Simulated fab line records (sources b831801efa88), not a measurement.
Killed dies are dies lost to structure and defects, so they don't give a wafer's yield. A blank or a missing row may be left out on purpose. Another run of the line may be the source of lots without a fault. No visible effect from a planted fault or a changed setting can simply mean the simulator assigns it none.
Which of the tools did it? :: flow sky130 :: 10 lots with 30 wafers sampled at 3 steps, on a route of 708 steps

## WHAT EACH GAUGE READ, for each wafer
SKY_POLY_GATE_THK_MEAS_04.
lot: L263
measured: day 16 10:46
on: filmMetro-01
POLY_GATE_CVD_03_THK (nm): 74.2 74.3 74.5

lot: L265
measured: day 17 04:19
on: filmMetro-04
POLY_GATE_CVD_03_THK (nm): 74.8 74.8 75.2

lot: L268
measured: day 18 02:22
on: filmMetro-04
POLY_GATE_CVD_03_THK (nm): 135.3 136.5 135.8

lot: L269
measured: day 18 07:52
on: filmMetro-02
POLY_GATE_CVD_03_THK (nm): 136.1 135.6 136.8

lot: L270
measured: day 19 07:11
on: filmMetro-04
POLY_GATE_CVD_03_THK (nm): 136.3 136.3 135.9

lot: L278
measured: day 21 20:24
on: filmMetro-02
POLY_GATE_CVD_03_THK (nm): 76.7 75.9 76.1

lot: L279
measured: day 22 00:32
on: filmMetro-01
POLY_GATE_CVD_03_THK (nm): 74.9 74.8 74.3

lot: L280
measured: day 22 11:52
on: filmMetro-04
POLY_GATE_CVD_03_THK (nm): 75.0 74.8 74.7

lot: L281
measured: day 22 15:29
on: filmMetro-02
POLY_GATE_CVD_03_THK (nm): 74.6 75.0 75.1

lot: L283
measured: day 23 07:54
on: filmMetro-01
POLY_GATE_CVD_03_THK (nm): 75.7 75.7 74.9

## WHICH TOOL RAN EACH LOT (tool, then ch and the chambers of the sampled wafers, then the start)
lot: L263
SKY_VT_ADJUST_HVTP_STRIP_10: plasmaAsher-04 ch 0,1, day 6 23:56
SKY_POLY_GATE_CVD_03: lpcvd-02 ch 0, day 16 09:24

lot: L265
SKY_VT_ADJUST_HVTP_STRIP_10: plasmaAsher-02 ch 0,1, day 7 11:47
SKY_POLY_GATE_CVD_03: lpcvd-02 ch 1, day 17 02:58

lot: L268
SKY_VT_ADJUST_HVTP_STRIP_10: plasmaAsher-02 ch 0,1, day 8 04:17
SKY_POLY_GATE_CVD_03: lpcvd-02 ch 1, day 18 01:01

lot: L269
SKY_VT_ADJUST_HVTP_STRIP_10: plasmaAsher-04 ch 0,1, day 8 12:35
SKY_POLY_GATE_CVD_03: lpcvd-02 ch 0, day 18 06:30

lot: L270
SKY_VT_ADJUST_HVTP_STRIP_10: plasmaAsher-04 ch 0,1, day 9 01:10
SKY_POLY_GATE_CVD_03: lpcvd-02 ch 1, day 19 05:48

lot: L278
SKY_VT_ADJUST_HVTP_STRIP_10: plasmaAsher-02 ch 0,1, day 10 22:52
SKY_POLY_GATE_CVD_03: lpcvd-02 ch 1, day 21 19:01

lot: L279
SKY_VT_ADJUST_HVTP_STRIP_10: plasmaAsher-04 ch 0,1, day 11 01:02
SKY_POLY_GATE_CVD_03: lpcvd-02 ch 1, day 21 23:11

lot: L280
SKY_VT_ADJUST_HVTP_STRIP_10: plasmaAsher-02 ch 0,1, day 11 06:41
SKY_POLY_GATE_CVD_03: lpcvd-02 ch 1, day 22 10:30

lot: L281
SKY_VT_ADJUST_HVTP_STRIP_10: plasmaAsher-02 ch 0,1, day 11 12:32
SKY_POLY_GATE_CVD_03: lpcvd-02 ch 1, day 22 14:07

lot: L283
SKY_VT_ADJUST_HVTP_STRIP_10: plasmaAsher-04 ch 0,1, day 12 02:50
SKY_POLY_GATE_CVD_03: lpcvd-02 ch 0, day 23 06:33
- SKY_VT_ADJUST_HVTP_STRIP_10: strips in O2/N2.
- SKY_POLY_GATE_CVD_03: deposits Si3N4 from DCS/NH3, target thk 75 nm, time 1290 s.

## THE ANSWER, worked out from the rows above alone
Rule: the lots themselves supply what counts as usual. The widest of any qualifying gaps counts: lots, ordered by their means at a reading, are off when they make up no more than a third of the lots, leave a main group of 4 or more, and stand apart from it by 3 or more times the standard deviation of that group's means. If all means in a main group match to the digits the tables above print for the reading, that group is not used. Also off: a lot with no number at a reading for which 4 or more lots have one. Any other lot the step has rows for is counted as sound.
Off: at SKY_POLY_GATE_THK_MEAS_04 (POLY_GATE_CVD_03_THK), L268, L269, L270. For the main group the mean is 75.0 nm and the standard deviation 0.57.
If a tool, at a process step before that reading, ran all the lots that are off and no sound lot after the first of them, it fits. The gauges at SKY_POLY_GATE_THK_MEAS_04 are tried like those tools. None of those tried fits.

## WHAT THE SIMULATOR HAD PUT IN
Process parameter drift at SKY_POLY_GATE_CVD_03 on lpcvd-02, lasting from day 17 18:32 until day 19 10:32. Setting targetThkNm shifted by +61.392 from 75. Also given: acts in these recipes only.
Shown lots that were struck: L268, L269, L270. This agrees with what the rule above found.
